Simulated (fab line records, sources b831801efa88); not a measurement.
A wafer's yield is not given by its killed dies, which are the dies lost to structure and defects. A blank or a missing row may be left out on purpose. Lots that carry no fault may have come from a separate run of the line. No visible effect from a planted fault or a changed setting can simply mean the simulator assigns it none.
Struck lot and sound lot, side by side / flow gf180mcu / 17 steps out of a route of 602
Sound: wafers L410.1, L410.4, L410.6. Struck: wafer L411.2 (left out: L411.3, a lot-mate that was not struck); the cause follows at the end.
At each step with rows: each side's tool, then ch and its chambers, then its first start. Under that, the readings that differ: sound wafers / struck wafers / difference of the means / sigmas: that difference in standard deviations of wafers without a fault.
alike: words and numbers the same on both sides, and readings whose means are apart by under 2 such deviations; not compared: readings that were withheld, readings missing a value for some wafer, numbers with overlapping values and no deviation given by the record, and bounds like >300 which may hide the same value.
A row with sigmas, a row that says differs or no value, or rows on one side alone: a step with any of these is where the two part. Numbers that have no deviation but don't overlap get no sigmas and don't part them. A reading that every wafer of one side lacks parts them only if that side has two wafers or more.

first, 4 steps without rows for these wafers: GF_SAB_SOFTBAKE_05 (time 60 s); GF_SAB_EXPOSE_06 (exposes mask SAB, target cd 420 nm); GF_SAB_PEB_07; GF_SAB_DEVELOP_08 (develop time 60 s).
GF_SAB_CD_MEAS_09: the cd target is 420 nm.
  sound: cd-sem-01 at day 16 14:58; struck: cd-sem-02 at day 16 19:51
reading=cd-nm (nm); sound=418.2 419.1 414.1; struck=424.7; difference=+7.6; sigmas=+3
GF_SAB_OVL_MEAS_10:
  sound: overlay-01 at day 16 15:06; struck: overlay-02 at day 16 19:58
reading=SAB_OVL (nm); sound=-0.3 2.1 -0.7; struck=4.5; difference=+4.1; sigmas=+3
GF_SAB_ETCH_11: etches SiO2 in C4F8/O2/Ar, target depth 55 nm, time 8.5 s.
  sound on rie-diel-01 ch 0,1,3, day 16 15:08; struck on rie-diel-01 ch 0, day 16 19:59
  alike: bias-w, oes-product-au
  not compared: rf-hours-counter-h
then, 1 step without rows for these wafers: GF_SAB_WET_ETCH_12 (etches SiO2 in dHF, target depth 22 nm, time 440 s).
GF_SAB_STRIP_13: strips in O2/N2.
  sound on plasma-asher-04 ch 0, day 16 15:17; struck on plasma-asher-01 ch 0, day 16 20:08
reading=strip-time-to-endpoint-s (s); sound=12.55 12.54 12.55; struck=12.62; difference=+0.07; sigmas=+2
  alike: drypump-motor-current-A, heater-power-w, oes-product-au
  not compared: rf-hours-counter-h
then, 2 steps without rows for these wafers: GF_SALICIDE_CLEAN_00 (cleans in SC1/SC2, time 150 s); GF_SALICIDE_WET_ETCH_01 (etches SiO2 in dHF, target depth 5 nm, time 100 s).
GF_SALICIDE_SPUTTER_02: material Co, target thk 10 nm, time 20 s.
  sound: pvd-sputter-03 at day 16 15:29; struck: pvd-sputter-01 at day 16 20:20
  alike: throttle-valve-pct
GF_SALICIDE_SPUTTER_03: material TiN, target thk 20 nm, time 16.7 s.
  sound: pvd-sputter-03 at day 16 15:30; struck: pvd-sputter-01 at day 16 20:22
reading=model.TiN_of_SALICIDE_SPUTTER_03.thk-nm (nm); sound=20.28 19.97 19.85; struck=17.28; difference=-2.75; sigmas=
  alike: throttle-valve-pct
GF_SALICIDE_RS_MEAS_04: the measuring method here is four-point-probe.
  sound: film-metro-04 at day 16 15:32; struck: film-metro-01 at day 16 20:24
reading=SALICIDE_TIN_RS (ohm/sq); sound=15.6 15.9 15.9; struck=16.8; difference=+1.0; sigmas=+3
GF_SALICIDE_THK_MEAS_05: measures by xrf.
  sound: film-metro-04 at day 16 15:39; struck: film-metro-01 at day 16 20:31
reading=SALICIDE_TIN_THK (nm); sound=20.22 19.82 19.70; struck=17.14; difference=-2.77; sigmas=-10
GF_SALICIDE_RTA_06: time 30 s.
  sound on rtp-anneal-02 ch 0, day 16 15:43; struck on rtp-anneal-02 ch 0, day 16 20:35
  alike: anneal-temp-c-max, chamber-o2-ppm, wafer_temp_C_max
then, 1 step without rows for these wafers: GF_PASSIVATION_PROBE_99.

== WHERE THEY PART ==
First at GF_SAB_CD_MEAS_09; last, within this record, at GF_SALICIDE_THK_MEAS_05. Later steps at which nothing parts them and some readings are alike: GF_SALICIDE_RTA_06.

WHY: what had been put in by the simulator
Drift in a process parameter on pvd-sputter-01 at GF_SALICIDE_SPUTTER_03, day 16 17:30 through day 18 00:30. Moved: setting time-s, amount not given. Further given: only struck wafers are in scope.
